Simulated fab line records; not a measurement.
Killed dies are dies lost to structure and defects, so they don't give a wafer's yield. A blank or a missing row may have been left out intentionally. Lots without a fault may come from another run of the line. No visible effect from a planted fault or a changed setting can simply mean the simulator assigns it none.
The tool behind it: which one? || flow gf180mcu || 36 wafers sampled from 12 lots at 1 step of a route of 602

WHAT THE GAUGES READ, wafer by wafer
GF_LVPWELL_OVL_MEAS_07.
{"lot": "L075", "measured": "day 4 00:26", "on": "overlay-01", "LVPWELL_OVL (nm)": "-0.3 0.4 -0.4"}
{"lot": "L077", "measured": "day 4 13:35", "on": "overlay-01", "LVPWELL_OVL (nm)": "-2.6 -0.8 -3.5"}
{"lot": "L079", "measured": "day 5 00:14", "on": "overlay-01", "LVPWELL_OVL (nm)": "-1.0 -0.7 -0.1"}
{"lot": "L081", "measured": "day 5 10:52", "on": "overlay-02", "LVPWELL_OVL (nm)": "-2.9 -0.3 -0.5"}
{"lot": "L083", "measured": "day 5 22:22", "on": "overlay-01", "LVPWELL_OVL (nm)": "-0.8 1.6 -0.1"}
{"lot": "L085", "measured": "day 6 11:26", "on": "overlay-01", "LVPWELL_OVL (nm)": "-0.7 0.9 -0.3"}
{"lot": "L087", "measured": "day 7 02:08", "on": "overlay-01", "LVPWELL_OVL (nm)": "1.0 -0.9 0.6"}
{"lot": "L089", "measured": "day 7 11:02", "on": "overlay-01", "LVPWELL_OVL (nm)": "0.8 1.3 1.2"}
{"lot": "L091", "measured": "day 7 21:05", "on": "overlay-01", "LVPWELL_OVL (nm)": "0.3 0.4 -1.8"}
{"lot": "L093", "measured": "day 8 08:46", "on": "overlay-02", "LVPWELL_OVL (nm)": "-1.0 -2.7 0.2"}
{"lot": "L095", "measured": "day 8 15:56", "on": "overlay-02", "LVPWELL_OVL (nm)": "-0.7 -1.5 -1.0"}
{"lot": "L097", "measured": "day 9 10:58", "on": "overlay-02", "LVPWELL_OVL (nm)": "0.4 2.2 0.8"}

EACH LOT AND THE TOOL THAT RAN IT (in order: tool; ch and the chambers of the sampled wafers; start)
Record: no process step prior to these readings.

THE ANSWER, worked out from the rows above alone
Rule: the lots themselves supply what counts as usual. Put in order of their means at a reading, lots are off if they are a third of the lots or fewer, leave a main group of 4 or more, and stand apart from it by a gap of 3 or more times the standard deviation of the main group's means; of several such gaps the widest counts. A main group whose means are all the same, to the digits that the tables above print for the reading, isn't used. A lot without any number at a reading at which 4 lots or more have one is off too. The other lots that the step has rows for count as sound.
No lot is off at any reading shown: from this, nothing can be told.

WHAT HAD BEEN PUT IN BY THE SIMULATOR
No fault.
